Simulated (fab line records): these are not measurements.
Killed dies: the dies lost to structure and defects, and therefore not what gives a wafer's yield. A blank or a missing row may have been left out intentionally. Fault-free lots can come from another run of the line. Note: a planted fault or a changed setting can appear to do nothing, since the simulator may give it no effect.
The tool behind it: which one?    flow sky130    7 lots, 21 wafers sampled, at 1 step of a route of 708

## WHAT EACH GAUGE READ, for each wafer
SKY_DNWELL_TW_MEAS_09.
lot   measured     on             DNWELL_TW
L117  day 3 11:00  film-metro-04  1124 1130 1126
L119  day 3 22:29  film-metro-01  1102 1103 1108
L123  day 4 19:40  film-metro-04  1114 1115 1119
L127  day 5 16:26  film-metro-03  1125 1116 1119
L133  day 7 06:25  film-metro-01  1103 1100 1103
L136  day 7 15:56  film-metro-04  1122 1118 1119
L139  day 8 14:34  film-metro-04  1116 1119 1107

## EACH LOT AND THE TOOL THAT RAN IT (in order: tool; ch and the chambers of the sampled wafers; start)
Before these readings, the record contains no process step.

## THE ANSWER, worked out from the rows above alone
Rule: the usual values come from the lots themselves. Put in order of their means at a reading, lots are off if they are a third of the lots or fewer, leave a main group of 4 or more, and stand apart from it by a gap of 3 or more times the standard deviation of the main group's means; of several such gaps the widest counts. The tables above print the reading to a certain number of digits; a main group whose means all agree to those digits is not used. A lot without any number at a reading at which 4 lots or more have one is off too. The other lots that the step has rows for count as sound.
Nothing can be told from this: no lot is off at any reading shown.

## WHAT THE SIMULATOR HAD INSERTED
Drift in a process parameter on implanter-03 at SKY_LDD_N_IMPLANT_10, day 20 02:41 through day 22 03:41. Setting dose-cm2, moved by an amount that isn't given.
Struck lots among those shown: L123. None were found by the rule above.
